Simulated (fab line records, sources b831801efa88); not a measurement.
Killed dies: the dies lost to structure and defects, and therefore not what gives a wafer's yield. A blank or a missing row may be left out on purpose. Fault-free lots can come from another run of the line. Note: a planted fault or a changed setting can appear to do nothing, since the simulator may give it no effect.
fab line records | flow sky130
record: lots: 24 wafers: 72 last-day: 50
route steps=708 shown VIA1@461 METAL2@486 CAPM@551 VIA3@575 METAL4@602 METAL5@666
lots that met no fault: from a run of the same line without faults
start-h: hours from the record's opening day to when the first of the lot's shown wafers began | wait-h: hours from the lot's prior step to this one | " as in the row above | L1.1+2: a row that stands for several wafers | - either no value or no given start | * or withheld: withheld | < > ~ a bound
route shown NAME@n: names a module that has steps shown in the file, with the first one's number in the route | usual: mean/standard deviation of fault-free wafers | same: alike in all rows | chamber/n: place in a boat | sites: each site's reading | _std_site: the values' standard deviation | _edge_site: outer sites' mean less inner sites' | radius-mm: for every site, how far away it sits from the centre of the wafer | mask NAME#n: copy n | behind: the most recent tool/chamber to have shaped the wafer | hold: why the lot was held/for how many hours/how that ended | device: the transistor (n, p or np) that didn't switch | end of line: the route-end tests of the same wafers | a step given without rows: its recipe and nothing more | killed: the dies lost at the first sort to structure and to defects; this is not the yield of the wafer | map: the dies of a wafer, with x for killed, . for not killed, _ for no die there
set.NAME: setting as actually run; set.NAME@STEP: the setting as run at that earlier step | model.NAME: the simulator's own value behind a step, which no gauge read
route steps across a sampled set of lots; one table per step, one row per wafer
services: the hour from which a tool's chamber was out of use, counted from the record's first day as start-h (under 0 if before that day), plus the number of hours and why
== steps ==
step: SKY_VIA1_BOW_MEAS_03
recipe: mode: bow
usual: VIA1_BOW: 81/7.5
columns lot.wafer tool chamber start-h wait-h VIA1_BOW[um]
L074.1 film-metro-01 - 768.13 0.1 83
L074.3 " - " " 87
L074.5 " - " " 75
L076.1 film-metro-03 - 790.01 0.2 83
L076.3 " - " " 84
L076.5 " - " " 87
L075.3 film-metro-01 - 790.97 0.2 78
L075.4 " - " " 82
L075.5 " - " " 67
L078.2 film-metro-03 - 799.17 0.1 76
L078.3 " - " " 80
L078.4 " - " " 78
L077.2 film-metro-03 - 801.89 0.2 77
L077.3 " - " " 92
L077.5 " - " " 77
L079.2 film-metro-03 - 804.16 0.2 93
L079.5 " - " " 72
L079.6 " - " " 80
L080.4 film-metro-03 - 821.53 0.3 87
L080.5 " - " " 64
L080.6 " - " " 78
L081.2 film-metro-03 - 829.56 0.3 86
L081.3 " - " " 90
L081.4 " - " " 87
L082.2 film-metro-03 - 831.82 0.2 77
L082.4 " - " " 82
L082.5 " - " " 95
L083.4 film-metro-01 - 832.88 0.2 77
L083.5 " - " " 81
L083.6 " - " " 79
L084.3 film-metro-02 - 845.32 0.1 77
L084.4 " - " " 77
L084.6 " - " " 89
L085.3 film-metro-03 - 855.98 0.2 89
L085.5 " - " " 81
L085.6 " - " " 63
L086.1 film-metro-03 - 859.88 0.1 74
L086.4 " - " " 76
L086.5 " - " " 90
L087.2 film-metro-03 - 868.20 0.3 89
L087.4 " - " " 73
L087.6 " - " " 86
L088.3 film-metro-01 - 871.68 0.2 94
L088.4 " - " " 78
L088.6 " - " " 80
L089.2 film-metro-01 - 880.21 0.2 77
L089.3 " - " " 63
L089.5 " - " " 86
L090.3 film-metro-02 - 883.64 0.3 93
L090.4 " - " " 79
L090.5 " - " " 75
L091.1 film-metro-02 - 894.09 0.2 79
L091.4 " - " " 69
L091.5 " - " " 72
L092.4 film-metro-03 - 903.41 0.3 69
L092.5 " - " " 65
L092.6 " - " " 61
L093.1 film-metro-01 - 911.16 0.1 88
L093.3 " - " " 74
L093.4 " - " " 88
L094.1 film-metro-03 - 911.76 0.2 77
L094.2 " - " " 92
L094.4 " - " " 73
L095.1 film-metro-01 - 922.09 0.1 78
L095.5 " - " " 77
L095.6 " - " " 94
L096.3 film-metro-03 - 923.33 0.3 79
L096.5 " - " " 87
L096.6 " - " " 79
L097.2 film-metro-01 - 933.24 0.2 86
L097.4 " - " " 84
L097.5 " - " " 81
step: SKY_METAL2_SPUTTER_03
recipe: material: Ti target-thk-nm: 5 power-w: 3000 time-s: 3.3 chamber-pressure-pa: 0.4
usual: throttle-valve-pct: 30.5/1.2
columns lot.wafer tool chamber start-h wait-h throttle-valve-pct
L074.1 pvd-sputter-01 - 796.20 0.0 30.5
L074.3 " - " " 31.9
L074.5 " - " " 32.0
L076.1 pvd-sputter-02 - 817.84 0.0 29.3
L076.3 " - " " 30.9
L076.5 " - " " 31.0
L075.3 pvd-sputter-03 - 819.28 0.0 29.9
L075.4 " - " " 30.6
L075.5 " - " " 29.9
L078.2 pvd-sputter-01 - 826.93 0.0 28.3
L078.3 " - " " 31.4
L078.4 " - " " 32.2
L077.2 pvd-sputter-01 - 830.09 0.0 32.2
L077.3 " - " " 31.3
L077.5 " - " " 28.4
L079.2 pvd-sputter-01 - 832.10 0.0 32.0
L079.5 " - " " 30.5
L079.6 " - " " 32.1
L080.4 pvd-sputter-03 - 849.66 0.0 29.7
L080.5 " - " " 30.5
L080.6 " - " " 29.8
L081.2 pvd-sputter-03 - 857.19 0.0 31.2
L081.3 " - " " 30.0
L081.4 " - " " 30.2
L082.2 pvd-sputter-02 - 859.65 0.0 30.5
L082.4 " - " " 32.0
L082.5 " - " " 31.0
L083.4 pvd-sputter-02 - 860.61 0.0 30.8
L083.5 " - " " 29.4
L083.6 " - " " 29.7
L084.3 pvd-sputter-01 - 872.83 0.0 28.4
L084.4 " - " " 32.0
L084.6 " - " " 30.5
L085.3 pvd-sputter-02 - 882.43 0.0 29.2
L085.5 " - " " 29.5
L085.6 " - " " 29.1
L086.1 pvd-sputter-01 - 886.99 0.0 30.4
L086.4 " - " " 28.5
L086.5 " - " " 31.9
L087.2 pvd-sputter-02 - 894.58 0.0 32.2
L087.4 " - " " 30.8
L087.6 " - " " 29.6
L088.3 pvd-sputter-02 - 898.30 0.0 32.0
L088.4 " - " " 29.3
L088.6 " - " " 32.2
L089.2 pvd-sputter-02 - 907.35 0.0 32.1
L089.3 " - " " 31.1
L089.5 " - " " 32.0
L090.3 pvd-sputter-01 - 910.63 0.0 30.5
L090.4 " - " " 31.2
L090.5 " - " " 28.6
L091.1 pvd-sputter-02 - 922.46 0.0 29.4
L091.4 " - " " 32.1
L091.5 " - " " 32.2
L092.4 pvd-sputter-01 - 929.48 0.0 32.2
L092.5 " - " " 32.4
L092.6 " - " " 30.6
L093.1 pvd-sputter-01 - 937.83 0.0 30.3
L093.3 " - " " 32.1
L093.4 " - " " 28.4
L094.1 pvd-sputter-03 - 938.39 0.0 30.0
L094.2 " - " " 31.4
L094.4 " - " " 30.5
L095.1 pvd-sputter-02 - 947.75 0.0 29.3
L095.5 " - " " 31.9
L095.6 " - " " 30.6
L096.3 pvd-sputter-01 - 948.95 0.0 32.0
L096.5 " - " " 28.3
L096.6 " - " " 31.2
L097.2 pvd-sputter-02 - 959.44 0.0 29.4
L097.4 " - " " 29.3
L097.5 " - " " 29.8
step: SKY_CAPM_STRIP_14
recipe: chemistry: O2/N2 power-w: 1400 pressure-mtorr: 1500 platen-temp-c: withheld o2-flow-sccm: 3000 n2-flow-sccm: 300 overash-fraction: 0.5
usual: drypump-motor-current-A: 5.9/0.56 oes-product-au: 0.710/0.0043 strip-time-to-endpoint-s: 12.66/0.052
columns lot.wafer tool chamber start-h wait-h drypump-motor-current-A oes-product-au rf-hours-counter-h strip-time-to-endpoint-s
L074.1 plasma-asher-02 1 878.53 0.1 6.4 0.718 104 12.67
L074.3 " 1 " " 6.5 0.708 - 12.67
L074.5 " 0 " " 5.8 0.712 - 12.71
L076.1 plasma-asher-02 1 898.58 0.1 6.5 0.709 106 12.69
L076.3 " 1 " " 6.5 0.709 - 12.67
L076.5 " 0 " " 5.8 0.713 - 12.63
L075.3 plasma-asher-03 0 901.13 0.1 6.2 0.710 - 12.72
L075.4 " 1 " " 5.3 0.713 - 12.70
L075.5 " 0 " " 6.2 0.709 - 12.72
L078.2 plasma-asher-02 1 907.88 0.1 6.5 0.716 107 12.62
L078.3 " 0 " " 5.8 0.716 - 12.64
L078.4 " 1 " " 6.5 0.706 - 12.62
L077.2 plasma-asher-02 0 910.75 0.1 5.8 0.713 107 12.74
L077.3 " 0 " " 5.8 0.714 - 12.74
L077.5 " 1 " " 6.5 0.709 - 12.79
L079.2 plasma-asher-03 0 912.11 0.1 6.2 0.708 77 12.60
L079.5 " 0 " " 6.2 0.712 - 12.55
L079.6 " 1 " " 5.3 0.705 - 12.64
L080.4 plasma-asher-04 1 930.50 0.1 6.7 0.710 - 12.66
L080.5 " 1 " " 6.7 0.703 - 12.68
L080.6 " 0 " " 5.1 0.703 - 12.67
L081.2 plasma-asher-02 0 937.21 0.1 5.8 0.713 110 12.69
L081.3 " 1 " " 6.5 0.702 - 12.71
L081.4 " 0 " " 5.8 0.713 - 12.69
L082.2 plasma-asher-03 0 938.41 0.1 6.2 0.699 79 12.63
L082.4 " 0 " " 6.2 0.708 - 12.61
L082.5 " 1 " " 5.3 0.712 - 12.60
L083.4 plasma-asher-03 0 939.83 0.1 6.2 0.707 - 12.76
L083.5 " 1 " " 5.3 0.715 - 12.74
L083.6 " 0 " " 6.2 0.715 - 12.78
L084.3 plasma-asher-02 1 950.55 0.1 6.5 0.719 - 12.65
L084.4 " 0 " " 5.8 0.715 - 12.68
L084.6 " 0 " " 5.8 0.709 - 12.64
L085.3 plasma-asher-03 0 959.57 0.1 6.2 0.713 - 12.59
L085.5 " 0 " " 6.2 0.703 - 12.63
L085.6 " 1 " " 5.3 0.708 - 12.64
L086.1 plasma-asher-03 0 965.48 0.1 6.2 0.713 82 12.75
L086.4 " 1 " " 5.3 0.716 - 12.72
L086.5 " 0 " " 6.2 0.705 - 12.72
L087.2 plasma-asher-03 0 973.33 0.1 6.2 0.706 83 12.70
L087.4 " 1 " " 5.2 0.707 - 12.72
L087.6 " 0 " " 6.2 0.708 - 12.74
L088.3 plasma-asher-02 0 974.27 0.1 5.8 0.704 - 12.68
L088.4 " 1 " " 6.5 0.716 - 12.67
L088.6 " 1 " " 6.5 0.711 - 12.66
L089.2 plasma-asher-03 0 983.01 0.1 6.2 0.712 84 12.59
L089.3 " 1 " " 5.3 0.717 - 12.61
L089.5 " 1 " " 5.3 0.706 - 12.57
L090.3 plasma-asher-04 1 986.03 0.1 6.7 0.705 - 12.60
L090.4 " 0 " " 5.1 0.715 - 12.58
L090.5 " 1 " " 6.7 0.708 - 12.62
L091.1 plasma-asher-04 0 998.98 0.1 5.1 0.707 57 12.69
L091.4 " 0 " " 5.1 0.706 - 12.70
L091.5 " 1 " " 6.7 0.703 - 12.75
L092.4 plasma-asher-04 0 1004.50 0.1 5.1 0.716 - 12.60
L092.5 " 0 " " 5.2 0.714 - 12.59
L092.6 " 1 " " 6.7 0.709 - 12.62
L093.1 plasma-asher-02 1 1013.58 0.1 6.4 0.708 117 12.71
L093.3 " 0 " " 5.8 0.714 - 12.69
L093.4 " 1 " " 6.5 0.709 - 12.67
L094.1 plasma-asher-04 1 1013.60 0.1 6.7 0.710 58 12.62
L094.2 " 0 " " 5.1 0.708 58 12.59
L094.4 " 1 " " 6.7 0.703 - 12.59
L095.1 plasma-asher-02 0 1022.50 0.1 5.8 0.709 118 12.56
L095.5 " 0 " " 5.8 0.715 - 12.59
L095.6 " 1 " " 6.4 0.710 - 12.57
L096.3 plasma-asher-04 0 1024.23 0.1 5.1 0.714 - 12.62
L096.5 " 1 " " 6.7 0.706 - 12.71
L096.6 " 0 " " 5.1 0.711 - 12.61
L097.2 plasma-asher-04 0 1033.23 0.1 5.1 0.709 60 12.67
L097.4 " 0 " " 5.1 0.717 - 12.64
L097.5 " 0 " " 5.2 0.713 - 12.66
step: SKY_VIA3_CMP_02
recipe: material: SiO2 down-force-psi: 4 platen-rpm: 60 pad-velocity-m-s: 0.94248
usual: motor-current-A: 11.7/0.93
columns lot.wafer tool chamber start-h wait-h motor-current-A
L074.1 cmp-02 0 906.01 0.1 12.9
L074.3 " 1 " " 10.7
L074.5 " 3 " " 11.2
L076.1 cmp-01 1 925.09 0.1 11.3
L076.3 " 0 " " 11.4
L076.5 " 2 " " 13.5
L075.3 cmp-01 0 927.69 0.1 11.4
L075.4 " 2 " " 13.4
L075.5 " 0 " " 11.7
L078.4 cmp-02 2 933.65 0.1 11.7
L078.3 " 3 " " 10.8
L078.2 " 0 " " 13.0
L077.2 cmp-02 3 937.81 0.1 11.1
L077.3 " 1 " " 9.6
L077.5 " 2 " " 12.4
L079.2 cmp-02 1 939.18 0.2 10.2
L079.6 " 2 " " 12.4
L079.5 " 3 " " 11.4
L080.4 cmp-01 0 956.90 0.1 11.4
L080.5 " 2 " " 12.0
L080.6 " 3 " " 11.4
L081.3 cmp-02 3 963.30 0.1 10.9
L081.4 " 0 " " 12.9
L081.2 " 1 " " 10.1
L082.2 cmp-01 1 964.89 0.1 11.2
L082.4 " 3 " " 11.6
L082.5 " 1 " " 11.4
L083.4 cmp-01 3 966.55 0.0 11.8
L083.6 " 3 " " 11.4
L083.5 " 0 " " 11.5
L084.4 cmp-01 2 976.36 0.0 12.7
L084.3 " 1 " " 11.3
L084.6 " 2 " " 12.4
L085.3 cmp-02 3 984.84 0.1 11.2
L085.6 " 2 " " 12.2
L085.5 " 3 " " 11.3
L086.1 cmp-01 0 991.15 0.1 12.0
L086.4 " 2 " " 13.3
L086.5 " 0 " " 11.8
L087.4 cmp-02 3 999.45 0.1 11.3
L087.2 " 0 " " 11.9
L087.6 " 2 " " 12.5
L088.3 cmp-01 0 1000.11 0.1 11.5
L088.4 " 2 " " 13.3
L088.6 " 0 " " 11.6
L089.3 cmp-01 2 1008.44 0.1 13.1
L089.2 " 3 " " 11.9
L089.5 " 2 " " 12.9
L090.4 cmp-02 0 1011.22 0.0 12.3
L090.3 " 1 " " 10.1
L090.5 " 1 " " 10.6
L091.4 cmp-02 3 1023.69 0.0 11.3
L091.1 " 2 " " 12.1
L091.5 " 0 " " 13.1
L092.4 cmp-01 0 1029.85 0.0 12.0
L092.6 " 0 " " 11.9
L092.5 " 1 " " 10.4
L093.4 cmp-01 1 1036.97 0.0 11.1
L093.1 " 3 " " 11.3
L093.3 " 0 " " 11.2
L094.1 cmp-01 3 1037.93 0.1 11.6
L094.4 " 1 " " 10.7
L094.2 " 2 " " 13.9
L095.1 cmp-02 2 1046.90 0.2 12.0
L095.6 " 3 " " 10.7
L095.5 " 0 " " 13.0
L096.3 cmp-02 1 1048.12 0.1 10.0
L096.6 " 0 " " 12.6
L096.5 " 1 " " 10.7
L097.4 cmp-01 3 1057.19 0.0 11.8
L097.2 " 2 " " 14.2
L097.5 " 3 " " 11.9
step: SKY_METAL4_SPUTTER_04
recipe: material: TiN target-thk-nm: 70 power-w: 6500 time-s: 58.3 chamber-pressure-pa: 0.4
usual: throttle-valve-pct: 30.3/1.3
columns lot.wafer tool chamber start-h wait-h throttle-valve-pct
L074.1 pvd-sputter-01 - 932.14 0.0 30.6
L074.3 " - " " 31.2
L074.5 " - " " 31.3
L076.1 pvd-sputter-04 - 951.89 0.0 28.3
L076.3 " - " " 29.3
L076.5 " - " " 31.6
L075.3 pvd-sputter-01 - 954.53 0.0 30.7
L075.4 " - " " 31.4
L075.5 " - " " 32.1
L078.2 pvd-sputter-04 - 959.95 0.0 28.3
L078.3 " - " " 29.5
L078.4 " - " " 31.4
L077.2 pvd-sputter-04 - 964.49 0.0 31.6
L077.3 " - " " 31.1
L077.5 " - " " 31.5
L079.2 pvd-sputter-04 - 965.52 0.0 28.4
L079.5 " - " " 31.2
L079.6 " - " " 31.1
L080.4 pvd-sputter-04 - 982.59 0.0 28.5
L080.5 " - " " 31.7
L080.6 " - " " 31.4
L081.2 pvd-sputter-04 - 988.20 0.0 30.8
L081.3 " - " " 31.4
L081.4 " - " " 29.4
L082.2 pvd-sputter-01 - 990.75 0.0 31.3
L082.4 " - " " 31.9
L082.5 " - " " 28.6
L083.4 pvd-sputter-02 - 992.57 0.0 31.0
L083.5 " - " " 32.3
L083.6 " - " " 30.7
L084.3 pvd-sputter-01 - 1002.35 0.0 31.5
L084.4 " - " " 31.9
L084.6 " - " " 32.1
L085.3 pvd-sputter-02 - 1010.96 0.0 30.8
L085.5 " - " " 30.9
L085.6 " - " " 32.1
L086.1 pvd-sputter-01 - 1016.12 0.0 32.2
L086.4 " - " " 30.7
L086.5 " - " " 31.6
L087.2 pvd-sputter-04 - 1024.03 0.0 28.5
L087.4 " - " " 31.0
L087.6 " - " " 28.4
L088.3 pvd-sputter-01 - 1025.24 0.0 30.3
L088.4 " - " " 28.5
L088.6 " - " " 28.2
L089.2 pvd-sputter-01 - 1033.75 0.0 31.4
L089.3 " - " " 32.1
L089.5 " - " " 28.2
L090.3 pvd-sputter-01 - 1036.56 0.0 30.6
L090.4 " - " " 32.2
L090.5 " - " " 30.4
L091.1 pvd-sputter-01 - 1048.21 0.0 30.4
L091.4 " - " " 31.2
L091.5 " - " " 28.4
L092.4 pvd-sputter-04 - 1054.34 0.0 29.4
L092.5 " - " " 29.1
L092.6 " - " " 31.3
L093.1 pvd-sputter-02 - 1061.34 0.0 32.1
L093.3 " - " " 29.3
L093.4 " - " " 30.9
L094.1 pvd-sputter-04 - 1061.68 0.0 28.3
L094.2 " - " " 29.2
L094.4 " - " " 31.7
L095.1 pvd-sputter-02 - 1069.90 0.0 29.8
L095.5 " - " " 29.2
L095.6 " - " " 29.6
L096.3 pvd-sputter-04 - 1072.20 0.0 31.0
L096.5 " - " " 29.4
L096.6 " - " " 31.0
L097.2 pvd-sputter-04 - 1081.14 0.0 31.4
L097.4 " - " " 28.5
L097.5 " - " " 31.3
step: SKY_METAL5_RS_MEAS_05
recipe: thk-meas-gauge: four-point-probe reads: TiN_of_METAL5_SPUTTER_04+Ti_of_METAL5_SPUTTER_03+AlCu_of_METAL5_SPUTTER_02+TiN_of_METAL5_SPUTTER_01+Ti_of_METAL5_SPUTTER_00
usual: METAL5_ALCU_RS: 0.02706/0.0003
columns lot.wafer tool chamber start-h wait-h METAL5_ALCU_RS[ohm/sq]
L074.1 film-metro-01 - 1007.65 0.0 0.02695
L074.3 " - " " 0.02679
L074.5 " - " " 0.0269
L076.1 film-metro-01 - 1026.29 0.0 0.02676
L076.3 " - " " 0.02672
L076.5 " - " " 0.0269
L075.3 film-metro-01 - 1028.83 0.1 0.02718
L075.4 " - " " 0.0271
L075.5 " - " " 0.027
L078.2 film-metro-01 - 1034.74 0.0 0.0267
L078.3 " - " " 0.02721
L078.4 " - " " 0.02705
L077.2 film-metro-03 - 1039.21 0.0 0.02699
L077.3 " - " " 0.02686
L077.5 " - " " 0.02697
L079.2 film-metro-03 - 1039.85 0.0 0.02752
L079.5 " - " " 0.02739
L079.6 " - " " 0.02748
L080.4 film-metro-03 - 1056.01 0.1 0.02729
L080.5 " - " " 0.027
L080.6 " - " " 0.02692
L081.2 film-metro-03 - 1059.62 0.0 0.02684
L081.3 " - " " 0.02679
L081.4 " - " " 0.02696
L082.2 film-metro-03 - 1061.62 0.0 0.02709
L082.4 " - " " 0.02731
L082.5 " - " " 0.02712
L083.4 film-metro-01 - 1063.97 0.1 0.02689
L083.5 " - " " 0.0266
L083.6 " - " " 0.02673
L084.3 film-metro-01 - 1072.92 0.1 0.02684
L084.4 " - " " 0.02701
L084.6 " - " " 0.02689
L085.3 film-metro-01 - 1081.60 0.1 0.02686
L085.5 " - " " 0.02695
L085.6 " - " " 0.02686
L086.1 film-metro-01 - 1086.52 0.0 0.0273
L086.4 " - " " 0.02742
L086.5 " - " " 0.02716
L087.2 film-metro-04 - 1091.86 0.0 0.02707
L087.4 " - " " 0.02698
L087.6 " - " " 0.02741
L088.3 film-metro-03 - 1092.89 0.1 0.02739
L088.4 " - " " 0.02749
L088.6 " - " " 0.02756
L089.2 film-metro-04 - 1102.68 0.0 0.02651
L089.3 " - " " 0.02645
L089.5 " - " " 0.02643
L090.3 film-metro-04 - 1104.54 0.1 0.02673
L090.4 " - " " 0.02718
L090.5 " - " " 0.02707
L091.1 film-metro-04 - 1115.69 0.0 0.02724
L091.4 " - " " 0.0274
L091.5 " - " " 0.0273
L092.4 film-metro-03 - 1120.67 0.1 0.02676
L092.5 " - " " 0.02707
L092.6 " - " " 0.02658
L093.1 film-metro-01 - 1127.40 0.0 0.02706
L093.3 " - " " 0.02711
L093.4 " - " " 0.02734
L094.1 film-metro-01 - 1128.61 0.0 0.02686
L094.2 " - " " 0.02671
L094.4 " - " " 0.02679
L095.1 film-metro-03 - 1133.55 0.0 0.02747
L095.5 " - " " 0.02743
L095.6 " - " " 0.02764
L096.3 film-metro-03 - 1137.11 0.1 0.02691
L096.5 " - " " 0.02707
L096.6 " - " " 0.02722
L097.2 film-metro-01 - 1145.68 0.0 0.02726
L097.4 " - " " 0.02736
L097.5 " - " " 0.02736
== services ==
columns tool chamber start-h hours kind
pvd-sputter-03 - 777.55 8.3 repair
pvd-sputter-03 - 791.39 2.1 repair
cmp-02 - 797.19 1.8 repair
cmp-01 - 797.56 1.1 repair
plasma-asher-03 - 800.64 3.2 repair
plasma-asher-03 - 817.15 0.5 repair
pvd-sputter-01 - 856.86 5.8 repair
cmp-02 - 908.88 16.6 pm
plasma-asher-04 - 910.51 2.9 repair
pvd-sputter-04 - 911.24 1.8 repair
cmp-01 - 916.59 4.0 pm
plasma-asher-03 - 929.29 0.7 repair
pvd-sputter-02 - 939.99 5.9 repair
plasma-asher-04 - 945.42 1.1 repair
plasma-asher-02 - 951.60 0.8 repair
cmp-02 - 961.60 0.9 repair
cmp-01 - 967.18 5.5 pm
pvd-sputter-04 - 1018.89 4.5 repair
cmp-01 - 1027.49 0.2 repair
cmp-02 - 1032.57 5.8 pm
plasma-asher-02 - 1042.88 81.5 repair
pvd-sputter-01 - 1048.43 25.2 repair
pvd-sputter-01 - 1054.38 3.5 repair
cmp-01 - 1076.83 0.5 repair
== key ==
fault none
